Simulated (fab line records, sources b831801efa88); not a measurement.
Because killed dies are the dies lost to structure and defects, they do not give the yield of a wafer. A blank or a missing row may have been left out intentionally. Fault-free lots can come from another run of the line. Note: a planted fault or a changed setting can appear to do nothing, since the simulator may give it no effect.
Which tool is to blame? -- flow gf180mcu -- Sampling: 6 lots, 18 wafers, 2 of 602 route steps

## WHAT THE GAUGES READ, wafer by wafer
GF_V5_OVL_MEAS_15.
lot,measured,on,V5_OVL (nm)
L241,day 27 13:13,overlay-01,-11 1 0
L243,day 28 05:19,overlay-01,-3 -4 -5
L245,day 28 17:55,overlay-02,-8 -1 4
L247,day 29 07:16,overlay-02,4 1 1
L255,day 31 14:55,overlay-02,-9 -2 -4
L260,day 32 21:39,overlay-01,-10 -9 -2

## EACH LOT AND THE TOOL THAT RAN IT (in order: tool; ch and the chambers of the sampled wafers; start)
lot,GF_V4_CMP_26
L241,"cmp-01 ch 0,1,3, day 24 18:44"
L243,"cmp-02 ch 0,1,3, day 25 12:26"
L245,"cmp-01 ch 0,2, day 26 03:56"
L247,"cmp-02 ch 0,1,2, day 26 17:15"
L255,"cmp-02 ch 0,3, day 29 05:52"
L260,"cmp-01 ch 0,1,2, day 30 16:35"
- GF_V4_CMP_26: polishes, stops on SiO2, t overpolish 15 s, target thk 0 nm.

## THE ANSWER, worked out from the rows above alone
Rule: usual is defined by the lots themselves. The widest of any qualifying gaps counts: lots, ordered by their means at a reading, are off when they make up no more than a third of the lots, leave a main group of 4 or more, and stand apart from it by 3 or more times the standard deviation of that group's means. Not used: any main group whose means are identical at the precision the tables above print for the reading. A lot without any number at a reading at which 4 lots or more have one is off too. All remaining lots with rows at the step are treated as sound.
None of the lots is off at any reading shown; this tells nothing.

## WHAT HAD BEEN PUT IN BY THE SIMULATOR
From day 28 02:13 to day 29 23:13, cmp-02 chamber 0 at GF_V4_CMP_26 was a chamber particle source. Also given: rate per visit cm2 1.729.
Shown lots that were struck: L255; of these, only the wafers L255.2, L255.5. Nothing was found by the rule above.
